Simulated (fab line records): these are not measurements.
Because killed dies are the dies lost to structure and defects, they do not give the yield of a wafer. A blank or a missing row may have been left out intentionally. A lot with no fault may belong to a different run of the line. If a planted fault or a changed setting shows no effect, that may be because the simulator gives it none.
Chamber matching :: flow sky130 :: SKY_LI_CONTACT_ETCH_14 on rie-diel-02 has 4 sister chambers
The step etches BARC in N2/H2, stops on SiO2, time 45.9 s, target depth 60 nm. 18 wafers are shown with their chamber, then 9 later ones without.

== EACH WAFER AND ITS CHAMBER ==
wafer: L075.3
chamber: 3
drypump-motor-current-A (A): 5.0
h2-flow-sccm (sccm): 200.1
throttle-valve-pct (%): 13.222

wafer: L075.4
chamber: 3
drypump-motor-current-A (A): 5.0
h2-flow-sccm (sccm): 199.4
throttle-valve-pct (%): 13.223

wafer: L075.6
chamber: 2
drypump-motor-current-A (A): 5.7
h2-flow-sccm (sccm): 199.6
throttle-valve-pct (%): 13.221

wafer: L079.1
chamber: 0
drypump-motor-current-A (A): 6.5
h2-flow-sccm (sccm): 199.5
throttle-valve-pct (%): 13.222

wafer: L079.5
chamber: 2
drypump-motor-current-A (A): 5.7
h2-flow-sccm (sccm): 200.6
throttle-valve-pct (%): 13.228

wafer: L079.6
chamber: 1
drypump-motor-current-A (A): 5.4
h2-flow-sccm (sccm): 201.6
throttle-valve-pct (%): 13.212

wafer: L082.1
chamber: 0
drypump-motor-current-A (A): 6.5
h2-flow-sccm (sccm): 199.3
throttle-valve-pct (%): 13.232

wafer: L082.2
chamber: 2
drypump-motor-current-A (A): 5.7
h2-flow-sccm (sccm): 200.0
throttle-valve-pct (%): 13.221

wafer: L082.3
chamber: 3
drypump-motor-current-A (A): 5.1
h2-flow-sccm (sccm): 200.0
throttle-valve-pct (%): 13.211

wafer: L083.1
chamber: 0
drypump-motor-current-A (A): 6.5
h2-flow-sccm (sccm): 199.1
throttle-valve-pct (%): 13.206

wafer: L083.3
chamber: 1
drypump-motor-current-A (A): 5.4
h2-flow-sccm (sccm): 200.2
throttle-valve-pct (%): 13.217

wafer: L083.6
chamber: 1
drypump-motor-current-A (A): 5.4
h2-flow-sccm (sccm): 199.5
throttle-valve-pct (%): 13.206

wafer: L085.4
chamber: 3
drypump-motor-current-A (A): 5.1
h2-flow-sccm (sccm): 200.0
throttle-valve-pct (%): 13.213

wafer: L085.5
chamber: 1
drypump-motor-current-A (A): 5.4
h2-flow-sccm (sccm): 200.2
throttle-valve-pct (%): 13.220

wafer: L085.6
chamber: 0
drypump-motor-current-A (A): 6.5
h2-flow-sccm (sccm): 199.7
throttle-valve-pct (%): 13.245

wafer: L088.1
chamber: 0
drypump-motor-current-A (A): 6.5
h2-flow-sccm (sccm): 200.0
throttle-valve-pct (%): 13.224

wafer: L088.2
chamber: 1
drypump-motor-current-A (A): 5.4
h2-flow-sccm (sccm): 199.6
throttle-valve-pct (%): 13.230

wafer: L088.3
chamber: 3
drypump-motor-current-A (A): 5.1
h2-flow-sccm (sccm): 200.2
throttle-valve-pct (%): 13.210

SIGNATURES, as means of the wafers listed above
reading: drypump-motor-current-A
chamber 0: 6.500
chamber 1: 5.400
chamber 2: 5.700
chamber 3: 5.060
scatter within a chamber: 0.0293

reading: h2-flow-sccm
chamber 0: 199.520
chamber 1: 200.220
chamber 2: 200.067
chamber 3: 199.940
scatter within a chamber: 0.547

reading: throttle-valve-pct
chamber 0: 13.22580
chamber 1: 13.21700
chamber 2: 13.22333
chamber 3: 13.21580
scatter within a chamber: 0.00974
Rule: for a wafer and a chamber, the distance is found by dividing, reading by reading, the gap between the wafer's reading and the chamber's mean by the reading's scatter, squaring, summing and taking the root. The wafer belongs to the nearest chamber; if the next one is less than 2 further off, it can't be placed. The scatter is the square root of a quotient: the sum, over the shown wafers, of each reading's squared deviation from its chamber's mean, divided by wafers minus chambers.

== WAFERS WITH NO CHAMBER GIVEN ==
wafer: L093.1
drypump-motor-current-A (A): 5.1
h2-flow-sccm (sccm): 199.5
throttle-valve-pct (%): 13.232

wafer: L093.4
drypump-motor-current-A (A): 5.4
h2-flow-sccm (sccm): 199.6
throttle-valve-pct (%): 13.228

wafer: L093.5
drypump-motor-current-A (A): 5.1
h2-flow-sccm (sccm): 199.2
throttle-valve-pct (%): 13.230

wafer: L095.1
drypump-motor-current-A (A): 5.1
h2-flow-sccm (sccm): 199.7
throttle-valve-pct (%): 13.240

wafer: L095.3
drypump-motor-current-A (A): 5.4
h2-flow-sccm (sccm): 200.4
throttle-valve-pct (%): 13.234

wafer: L095.6
drypump-motor-current-A (A): 6.5
h2-flow-sccm (sccm): 200.2
throttle-valve-pct (%): 13.216

wafer: L096.3
drypump-motor-current-A (A): 5.4
h2-flow-sccm (sccm): 200.1
throttle-valve-pct (%): 13.228

wafer: L096.4
drypump-motor-current-A (A): 5.7
h2-flow-sccm (sccm): 199.8
throttle-valve-pct (%): 13.222

wafer: L096.6
drypump-motor-current-A (A): 5.1
h2-flow-sccm (sccm): 199.3
throttle-valve-pct (%): 13.223

== EACH ONE'S CHAMBER ==
wafer: L093.1
from the rows above: 3
in truth: 3

wafer: L093.4
from the rows above: 1
in truth: 1

wafer: L093.5
from the rows above: 3
in truth: 3

wafer: L095.1
from the rows above: 3
in truth: 3

wafer: L095.3
from the rows above: 1
in truth: 1

wafer: L095.6
from the rows above: 0
in truth: 0

wafer: L096.3
from the rows above: 1
in truth: 1

wafer: L096.4
from the rows above: 2
in truth: 2

wafer: L096.6
from the rows above: 3
in truth: 3
Correctly placed: 9 of 9. Not placeable from these rows: 0. Number placed wrongly: 0.
